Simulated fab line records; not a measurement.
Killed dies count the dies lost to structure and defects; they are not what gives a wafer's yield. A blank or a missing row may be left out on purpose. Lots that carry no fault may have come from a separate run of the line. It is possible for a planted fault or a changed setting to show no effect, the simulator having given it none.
Matching of chambers	flow sky130	SKY_CONTACT_ETCH_16 on rieDiel-02 has 4 sister chambers
The step etches BARC in N2/H2, stops on SiO2, time 45.9 s, target depth 60 nm. 8 wafers are shown with their chamber, then 8 later ones without.

## EACH WAFER AND ITS CHAMBER
wafer	chamber	oesProductAu (a.u.)	throttleValvePct (%)
L075.4	3	0.861	13.223
L080.6	1	0.843	13.227
L086.1	1	0.855	13.215
L086.2	2	0.851	13.211
L089.2	2	0.857	13.235
L089.5	0	0.862	13.230
L089.6	3	0.861	13.239
L093.1	0	0.855	13.228

## WAFERS MISSING THEIR CHAMBER
wafer	oesProductAu (a.u.)	throttleValvePct (%)
L093.2	0.860	13.223
L093.6	0.850	13.228
L094.1	0.861	13.215
L094.3	0.848	13.238
L094.6	0.857	13.205
L097.1	0.854	13.221
L097.2	0.854	13.242
L097.5	0.858	13.227

## WHICH CHAMBER EACH ONE RAN IN
wafer	from the rows above	in truth
L093.2	can't be placed: 0 or 3 or 2 or 1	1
L093.6	can't be placed: 1 or 2 or 0 or 3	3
L094.1	can't be placed: 0 or 3 or 2 or 1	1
L094.3	can't be placed: 1 or 2 or 0 or 3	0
L094.6	can't be placed: 2 or 1 or 0 or 3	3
L097.1	can't be placed: 2 or 1 or 0 or 3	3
L097.2	can't be placed: 0 or 3 or 2 or 1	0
L097.5	can't be placed: 0 or 3 or 2 or 1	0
Correct placement for 0 of the 8. Unplaceable from these rows: 8, with the true chamber sitting among the candidates in 8. Placed wrongly: 0.
How it was worked out, from the rows above alone: a wafer's distance from a chamber is the root of the sum, over the readings, of the square of ((its reading less the chamber's mean) divided by the reading's scatter). If the next closest chamber is less than 2 further off than the closest, the wafer can't be placed; otherwise it belongs to the closest. A chamber's mean is the mean of its shown wafers. How the scatter is found: for the shown wafers, subtract from each reading the mean of its chamber, square and add these, divide the total by (wafers less chambers), then take the root.
